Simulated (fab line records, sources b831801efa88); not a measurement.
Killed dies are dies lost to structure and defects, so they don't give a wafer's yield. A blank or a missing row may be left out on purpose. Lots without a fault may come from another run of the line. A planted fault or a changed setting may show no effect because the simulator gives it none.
A struck lot beside a sound one | flow gf180mcu | 18 steps out of a route of 602
Sound: wafers L756.3, L756.4, L756.5. Struck: wafer L763.4. (L763.3, L763.5 of the same lot were not struck and are left out.) The cause comes at the end.
At each step with rows: each side's tool, then ch and its chambers, then its first start. Under that, the readings that differ: sound wafers | struck wafers | difference of the means | sigmas: that difference in standard deviations of wafers without a fault.
alike: readings whose means differ by less than 2 such deviations, and words and numbers that are the same on both sides. not compared: withheld readings, readings that some wafer has no value for, bounds like >300 that may hide the same value, and numbers for which the record gives no deviation and whose values overlap.
The two part at a step that has a row with sigmas, a row that says differs or no value, or rows on one side only. Numbers that don't overlap but have no deviation are shown without sigmas and don't part them. A reading that every wafer of one side lacks parts them only if that side has two wafers or more.

first, 3 steps without rows for these wafers: GF_V2_EXPOSE_11 (exposes mask Via2, target cd 260 nm); GF_V2_PEB_12 (peb time 90 s); GF_V2_DEVELOP_13 (develop time 60 s).
GF_V2_CD_MEAS_14: target cd 260 nm.
  sound on cd_sem-01, day 20 12:53; struck on cd_sem-02, day 23 09:17
  alike: cd_nm
GF_V2_OVL_MEAS_15:
  sound on overlay-01, day 20 12:59; struck on overlay-01, day 23 09:22
  alike: V2_OVL
GF_V2_ETCH_16: etches BARC in N2/H2.
  sound on rie_diel-02 ch 0,1,3, day 20 13:01; struck on rie_diel-01 ch 1, day 23 09:23
  alike: chamber_pressure_mTorr, drypump_motor_current_A, oes_product_au, throttle_valve_pct
GF_V2_ETCH_17: etches SiO2 in C4F8/O2/Ar, stops on TiN, target depth 630 nm.
  sound on rie_diel-02 ch 0,1,3; struck on rie_diel-01 ch 1
  alike: chamber_pressure_mTorr, oes_product_au
GF_V2_STRIP_18: strips in O2/N2.
  sound on plasma_asher-04 ch 0,1, day 20 13:10; struck on plasma_asher-03 ch 1, day 23 09:34
  alike: chamber_pressure_mTorr, drypump_motor_current_A, heater_power_w, o2_flow_sccm, oes_product_au
  not compared: rf_hours_counter_h
then, 2 steps without rows for these wafers: GF_V2_STRIP_19 (strips in post etch residue remover, time 1200 s); GF_V2_CLEAN_20 (cleans in DIW).
GF_V2_SPUTTER_21: material Ti, target thk 15 nm, time 80.02 s.
  sound on pvd_sputter-03, day 20 13:40; struck on pvd_sputter-03, day 23 10:05
  alike: substrate_temp_c, throttle_valve_pct
then, 1 step without rows for these wafers: GF_V2_SPUTTER_22 (material TiN, target thk 10 nm, time 40 s).
GF_V2_CVD_23: deposits W, target thk 350 nm, time 104.94 s.
  sound on cvd_w-02 ch 0,1, day 20 13:49; struck on cvd_w-01 ch 0, day 23 10:14
  reading                          | sound                | struck | difference | sigmas
  heater_power_w (W)               | 660 800 650          | 1026   | +323       | +4
  susceptor_temp_C (C)             | 399.79 399.93 399.49 | 417.71 | +17.97     | +72
  model.W_of_V2_CVD_23.thk_nm (nm) | 349.4 347.3 349.8    | 479.4  | +130.6     |
GF_V2_RS_MEAS_24: measures by four-point-probe.
  sound on film_metro-04, day 20 13:55; struck on film_metro-01, day 23 10:21
  reading          | sound                | struck | difference | sigmas
  V2_W_RS (ohm/sq) | 0.3281 0.3303 0.3276 | 0.2380 | -0.0907    | -30
GF_V2_THK_MEAS_25: measures by xrf.
  sound on film_metro-04, day 20 14:01; struck on film_metro-01, day 23 10:27
  reading       | sound       | struck | difference | sigmas
  V2_W_THK (nm) | 357 354 358 | 488    | +132       | +32
GF_V2_CMP_26: polishes, stops on SiO2, t overpolish 15 s, target thk 0 nm.
  sound on cmp-02 ch 0,2,3, day 20 14:07; struck on cmp-01 ch 2, day 23 10:29
  reading                | sound          | struck | difference | sigmas
  time_to_endpoint_s (s) | 84.4 82.7 82.6 | 112.1  | +28.9      | +10
  alike: head_pressure_psi, motor_current_A
GF_M3_SPUTTER_00: material Ti, target thk 37.5 nm, time 150 s.
  sound on pvd_sputter-04, day 20 14:22; struck on pvd_sputter-04, day 23 10:47
  alike: substrate_temp_c, throttle_valve_pct
then, 1 step without rows for these wafers: GF_PASSIVATION_PROBE_99.

WHERE THEY PART
First at GF_V2_CVD_23; last, within this record, at GF_V2_CMP_26. Later steps at which nothing parts them and some readings are alike: GF_M3_SPUTTER_00.

WHY: what the simulator had put in
Process parameter drift: cvd_w-01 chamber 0, from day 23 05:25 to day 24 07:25, at GF_V2_CVD_23. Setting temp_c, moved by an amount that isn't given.
